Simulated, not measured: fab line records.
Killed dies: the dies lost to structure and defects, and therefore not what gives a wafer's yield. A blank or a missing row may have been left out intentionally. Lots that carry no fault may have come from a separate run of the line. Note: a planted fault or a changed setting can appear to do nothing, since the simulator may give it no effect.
The tool behind it: which one? :: flow sky130 :: 11 lots with 33 wafers sampled at 4 steps, on a route of 708 steps

## WHAT THE GAUGES SHOWED, per wafer
SKY_LI_CONTACT_THK_MEAS_23: measures by xrf. Usual: LI_CONTACT_W_THK typically reads 415 nm, with standard deviation 7.9.
lot: L474
measured: day 29 23:12
on: film-metro-03
LI_CONTACT_W_THK (nm): 405 410 411
flag: 

lot: L475
measured: day 30 09:46
on: film-metro-03
LI_CONTACT_W_THK (nm): 412 401 409
flag: 

lot: L477
measured: day 31 03:01
on: film-metro-01
LI_CONTACT_W_THK (nm): 408 419 423
flag: 

lot: L480
measured: day 31 20:49
on: film-metro-03
LI_CONTACT_W_THK (nm): 402 411 405
flag: 

lot: L482
measured: day 32 19:31
on: film-metro-01
LI_CONTACT_W_THK (nm): 412 428 411
flag: 

lot: L484
measured: day 33 07:30
on: film-metro-03
LI_CONTACT_W_THK (nm): 415 415 410
flag: 

lot: L491
measured: day 35 16:52
on: film-metro-04
LI_CONTACT_W_THK (nm): 418 429 422
flag: 

lot: L492
measured: day 35 18:56
on: film-metro-03
LI_CONTACT_W_THK (nm): 414 403 407
flag: 

lot: L495
measured: day 36 20:13
on: film-metro-01
LI_CONTACT_W_THK (nm): 409 424 412
flag: 

lot: L496
measured: day 36 21:47
on: film-metro-04
LI_CONTACT_W_THK (nm): 427 419 426
flag: 

lot: L497
measured: day 37 00:55
on: film-metro-01
LI_CONTACT_W_THK (nm): 409 421 420
flag: 

SKY_CONTACT_THK_MEAS_03. Usual: CONTACT_HDPCVD_THK typically reads 566 nm, with standard deviation 5.
lot: L474
measured: day 31 06:28
on: film-metro-03
CONTACT_HDPCVD_THK (nm): 562 569 567
flag: 

lot: L475
measured: day 31 16:05
on: film-metro-02
CONTACT_HDPCVD_THK (nm): 574 572 575
flag: 

lot: L477
measured: day 32 09:13
on: film-metro-02
CONTACT_HDPCVD_THK (nm): 573 575 574
flag: 

lot: L480
measured: day 33 02:04
on: film-metro-02
CONTACT_HDPCVD_THK (nm): 564 567 568
flag: 

lot: L482
measured: day 34 00:22
on: film-metro-02
CONTACT_HDPCVD_THK (nm): 572 571 568
flag: 

lot: L484
measured: day 34 13:02
on: film-metro-04
CONTACT_HDPCVD_THK (nm): 555 564 560
flag: 

lot: L491
measured: day 36 21:16
on: film-metro-04
CONTACT_HDPCVD_THK (nm): 565 570 478
flag: OFF

lot: L492
measured: day 36 23:19
on: film-metro-03
CONTACT_HDPCVD_THK (nm): 566 562 563
flag: 

lot: L495
measured: day 38 01:04
on: film-metro-04
CONTACT_HDPCVD_THK (nm): 560 564 560
flag: 

lot: L496
measured: day 38 02:16
on: film-metro-04
CONTACT_HDPCVD_THK (nm): 561 566 566
flag: 

lot: L497
measured: day 38 05:16
on: film-metro-04
CONTACT_HDPCVD_THK (nm): 565 571 565
flag: 

## EACH LOT AND THE TOOL THAT RAN IT (in order: tool; ch and the chambers of the sampled wafers; start)
lot: L474
SKY_LI_CONTACT_SPUTTER_20: pvd-sputter-01, day 29 22:53
SKY_CONTACT_HDPCVD_02: hdpcvd-02 ch 0,1, day 31 06:21

lot: L475
SKY_LI_CONTACT_SPUTTER_20: pvd-sputter-01, day 30 09:27
SKY_CONTACT_HDPCVD_02: hdpcvd-01 ch 0,2, day 31 16:01

lot: L477
SKY_LI_CONTACT_SPUTTER_20: pvd-sputter-03, day 31 02:43
SKY_CONTACT_HDPCVD_02: hdpcvd-02 ch 1,2, day 32 09:08

lot: L480
SKY_LI_CONTACT_SPUTTER_20: pvd-sputter-02, day 31 20:29
SKY_CONTACT_HDPCVD_02: hdpcvd-02 ch 1,2, day 33 01:58

lot: L482
SKY_LI_CONTACT_SPUTTER_20: pvd-sputter-01, day 32 19:13
SKY_CONTACT_HDPCVD_02: hdpcvd-01 ch 0,1,2, day 34 00:18

lot: L484
SKY_LI_CONTACT_SPUTTER_20: pvd-sputter-02, day 33 07:11
SKY_CONTACT_HDPCVD_02: hdpcvd-02 ch 0,2, day 34 12:58

lot: L491
SKY_LI_CONTACT_SPUTTER_20: pvd-sputter-02, day 35 16:33
SKY_CONTACT_HDPCVD_02: hdpcvd-01 ch 0,1,2, day 36 21:12

lot: L492
SKY_LI_CONTACT_SPUTTER_20: pvd-sputter-02, day 35 18:37
SKY_CONTACT_HDPCVD_02: hdpcvd-02 ch 0,1,2, day 36 23:13

lot: L495
SKY_LI_CONTACT_SPUTTER_20: pvd-sputter-02, day 36 19:55
SKY_CONTACT_HDPCVD_02: hdpcvd-02 ch 0,1, day 38 00:59

lot: L496
SKY_LI_CONTACT_SPUTTER_20: pvd-sputter-01, day 36 21:27
SKY_CONTACT_HDPCVD_02: hdpcvd-02 ch 0,1,2, day 38 02:11

lot: L497
SKY_LI_CONTACT_SPUTTER_20: pvd-sputter-02, day 37 00:37
SKY_CONTACT_HDPCVD_02: hdpcvd-02 ch 0,1,2, day 38 05:11
- SKY_LI_CONTACT_SPUTTER_20: material TiN, target thk 20 nm, time 80 s.
- SKY_CONTACT_HDPCVD_02: deposits SiO2, target thk 565 nm, time 94.2 s.

## AS READ BY THE TOOLS THEMSELVES (means over the sampled wafers that have a number; for cases with no such wafer, the mark the record gives instead)
SKY_LI_CONTACT_SPUTTER_20. Usual: cathode-dc-power-W 4000.0 W, standard deviation 0.68; throttle-valve-pct 29.7 %, standard deviation 1.1.
lot: L474
tool: pvd-sputter-01
cathode-dc-power-W (W): 3999.9
throttle-valve-pct (%): 30.8
flag: 

lot: L475
tool: pvd-sputter-01
cathode-dc-power-W (W): 3999.8
throttle-valve-pct (%): 30.5
flag: 

lot: L477
tool: pvd-sputter-03
cathode-dc-power-W (W): 4000.3
throttle-valve-pct (%): 30.4
flag: 

lot: L480
tool: pvd-sputter-02
cathode-dc-power-W (W): 4000.7
throttle-valve-pct (%): 28.9
flag: 

lot: L482
tool: pvd-sputter-01
cathode-dc-power-W (W): 3999.4
throttle-valve-pct (%): 29.9
flag: 

lot: L484
tool: pvd-sputter-02
cathode-dc-power-W (W): 3999.9
throttle-valve-pct (%): 29.4
flag: 

lot: L491
tool: pvd-sputter-02
cathode-dc-power-W (W): 3999.3
throttle-valve-pct (%): 29.8
flag: 

lot: L492
tool: pvd-sputter-02
cathode-dc-power-W (W): 3999.8
throttle-valve-pct (%): 28.5
flag: 

lot: L495
tool: pvd-sputter-02
cathode-dc-power-W (W): 3999.7
throttle-valve-pct (%): 29.3
flag: 

lot: L496
tool: pvd-sputter-01
cathode-dc-power-W (W): 3999.6
throttle-valve-pct (%): 30.9
flag: 

lot: L497
tool: pvd-sputter-02
cathode-dc-power-W (W): 3999.9
throttle-valve-pct (%): 29.7
flag: 

SKY_CONTACT_HDPCVD_02. Usual: 122.0 s for run-length-s, sd 0.43.
lot: L474
tool: hdpcvd-02
run-length-s (s): 121.7
flag: 

lot: L475
tool: hdpcvd-01
run-length-s (s): 121.4
flag: 

lot: L477
tool: hdpcvd-02
run-length-s (s): 121.9
flag: 

lot: L480
tool: hdpcvd-02
run-length-s (s): 122.1
flag: 

lot: L482
tool: hdpcvd-01
run-length-s (s): 121.7
flag: 

lot: L484
tool: hdpcvd-02
run-length-s (s): 122.1
flag: 

lot: L491
tool: hdpcvd-01
run-length-s (s): 116.7
flag: OFF

lot: L492
tool: hdpcvd-02
run-length-s (s): 122.1
flag: 

lot: L495
tool: hdpcvd-02
run-length-s (s): 122.3
flag: 

lot: L496
tool: hdpcvd-02
run-length-s (s): 122.1
flag: 

lot: L497
tool: hdpcvd-02
run-length-s (s): 122.4
flag: 

## THE ANSWER, worked out from the rows above alone
Rule: lot off if the mean of its wafers having a number is beyond 3 standard deviations from the usual mean. Also off: a lot with no number at a reading for which 4 or more lots have one. All remaining lots with rows at the step are treated as sound. First the gauges in route order, then the tools' own readings, where a lot's mean is used as printed above. At the first step where some lot is off, the reading lying furthest off is the one used; lots without a number count as furthest.
Off: L491, seen at SKY_CONTACT_THK_MEAS_03 (CONTACT_HDPCVD_THK).
A tool fits if, at a process step before that reading, it ran every lot that is off, and no sound lot after the first of them. The gauges at SKY_CONTACT_THK_MEAS_03 aren't tried: what is off there is off at SKY_CONTACT_HDPCVD_02 too, on other tools, and a gauge's error can't cause that. One candidate fits, namely hdpcvd-01 at SKY_CONTACT_HDPCVD_02. A fault onset in the window from L482 (day 34 00:18, its last sound lot) to L491 (day 36 21:12, its first lot off) fits.
The tool's own readings at SKY_CONTACT_HDPCVD_02 bear it out: on the lots that are off they differ by more than 5 times the standard deviation of the sound lots' means. run-length-s reads 116.7 s there against 122.0 s on the sound lots.

## WHAT HAD BEEN PUT IN BY THE SIMULATOR
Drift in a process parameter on hdpcvd-01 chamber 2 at SKY_CONTACT_HDPCVD_02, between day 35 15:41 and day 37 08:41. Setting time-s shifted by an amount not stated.
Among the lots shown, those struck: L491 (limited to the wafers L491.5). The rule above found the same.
